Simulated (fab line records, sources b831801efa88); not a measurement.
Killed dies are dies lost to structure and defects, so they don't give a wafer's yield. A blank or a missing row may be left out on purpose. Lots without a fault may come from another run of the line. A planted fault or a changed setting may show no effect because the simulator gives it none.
Tool commonality check | flow sky130 | 11 lots, 33 wafers sampled

WHY IT WAS OPENED
At SKY_SD_N_RS_MEAS_16 the reading SD_N_RS is flagged on 2 of 11 lots. Wafers without a fault read 68.61 ohm/sq, standard deviation 0.12.
Rule: a lot is flagged when every wafer of it that has a number lies more than 4 standard deviations from that mean, or none has a number. The other lots count as sound.

lot  | measured     | on            | SD_N_RS (ohm/sq), wafer by wafer | flag
L209 | day 28 18:49 | film_metro-02 | 68.69 68.55 68.67                |
L213 | day 29 21:46 | film_metro-02 | 68.75 68.68 68.73                |
L214 | day 29 23:36 | film_metro-02 | 68.78 68.60 68.76                |
L215 | day 30 10:31 | film_metro-03 | 68.57 68.42 68.64                |
L216 | day 30 15:16 | film_metro-02 | 68.68 68.63 68.76                |
L217 | day 31 04:33 | film_metro-02 | 68.79 68.84 68.78                |
L218 | day 31 09:55 | film_metro-02 | 68.63 68.38 68.65                |
L224 | day 33 02:12 | film_metro-01 | 72.01 72.00 72.14                | FLAGGED
L225 | day 33 16:42 | film_metro-02 | 72.09 72.00 72.18                | FLAGGED
L229 | day 34 12:44 | film_metro-02 | 68.75 68.66 68.78                |
L231 | day 35 07:42 | film_metro-02 | 68.69 68.57 68.71                |
The numbers of the flagged lots are 72.07 ohm/sq on average: +3.46 ohm/sq against the usual, or +29 standard deviations.

WHICH TOOL RAN EACH LOT
The record holds 2 process steps before the reading, out of a route of 708 steps. In each cell: the tool, then ch and the chambers that the sampled wafers went through, then the start.
lot  | flag    | SKY_POLY_CUT_ETCH_10               | SKY_SD_N_RTA_14
L209 |         | rie_diel-03 ch 0,1, day 25 02:56   | rtp_anneal-01 ch 0, day 28 18:37
L213 |         | rie_diel-03 ch 1,2,3, day 26 08:22 | rtp_anneal-01 ch 0, day 29 21:35
L214 |         | rie_diel-02 ch 1,3, day 26 09:55   | rtp_anneal-02 ch 0, day 29 23:26
L215 |         | rie_diel-01 ch 0,2,3, day 26 21:43 | rtp_anneal-01 ch 0, day 30 10:20
L216 |         | rie_diel-02 ch 1,3, day 27 01:32   | rtp_anneal-02 ch 0, day 30 15:05
L217 |         | rie_diel-01 ch 0,3, day 27 15:11   | rtp_anneal-01 ch 0, day 31 04:22
L218 |         | rie_diel-02 ch 1,2,3, day 27 21:28 | rtp_anneal-02 ch 0, day 31 09:44
L224 | FLAGGED | rie_diel-02 ch 1,3, day 29 14:26   | rtp_anneal-02 ch 0, day 33 02:00
L225 | FLAGGED | rie_diel-02 ch 0,1, day 30 04:49   | rtp_anneal-02 ch 0, day 33 16:32
L229 |         | rie_diel-01 ch 0,1,2, day 31 02:07 | rtp_anneal-01 ch 0, day 34 12:33
L231 |         | rie_diel-01 ch 0,1, day 31 23:26   | rtp_anneal-01 ch 0, day 35 07:28
What these steps do:
- SKY_POLY_CUT_ETCH_10: etches BARC in N2/H2, stops on SiO2, time 45.9 s, target depth 60 nm.
- SKY_SD_N_RTA_14: time 2 s.
- SKY_SD_N_RS_MEAS_16: measures by four-point-probe.

FLAGGED OVER TOTAL, TOOL BY TOOL (the gauges that took the reading come last)
step                 | tool          | lots run | flagged | share of the flagged lots | sound lots run after its first flagged lot
SKY_POLY_CUT_ETCH_10 | rie_diel-01   | 4        | 0       | none                      | -
SKY_POLY_CUT_ETCH_10 | rie_diel-02   | 5        | 2       | all                       | 0
SKY_POLY_CUT_ETCH_10 | rie_diel-03   | 2        | 0       | none                      | -
SKY_SD_N_RTA_14      | rtp_anneal-01 | 6        | 0       | none                      | -
SKY_SD_N_RTA_14      | rtp_anneal-02 | 5        | 2       | all                       | 0
SKY_SD_N_RS_MEAS_16  | film_metro-01 | 1        | 1       | some                      | 0
SKY_SD_N_RS_MEAS_16  | film_metro-02 | 9        | 1       | some                      | 2 (L229,L231)
SKY_SD_N_RS_MEAS_16  | film_metro-03 | 1        | 0       | none                      | -

WHAT THE TABLE ALLOWS
2 rows of the table ran every flagged lot: rie_diel-02 at SKY_POLY_CUT_ETCH_10, rtp_anneal-02 at SKY_SD_N_RTA_14.
- rie_diel-02 at SKY_POLY_CUT_ETCH_10: 2 of its 5 lots flagged. Its last sound lot is L218 (day 27 21:28), its first flagged lot L224 (day 29 14:26): a fault that began between those two fits.
- rtp_anneal-02 at SKY_SD_N_RTA_14: 2 of its 5 lots flagged. Its last sound lot is L218 (day 31 09:44), its first flagged lot L224 (day 33 02:00): a fault that began between those two fits. Its own readings lie more than 4 standard deviations out on every wafer of the flagged lots: lamp_power_pct.
Counting lots can't tell these 2 tools apart, because each fits a fault that began at some hour. More lots, or a look at what each step does to the wafer, might.

WHAT THE SIMULATOR HAD PUT IN
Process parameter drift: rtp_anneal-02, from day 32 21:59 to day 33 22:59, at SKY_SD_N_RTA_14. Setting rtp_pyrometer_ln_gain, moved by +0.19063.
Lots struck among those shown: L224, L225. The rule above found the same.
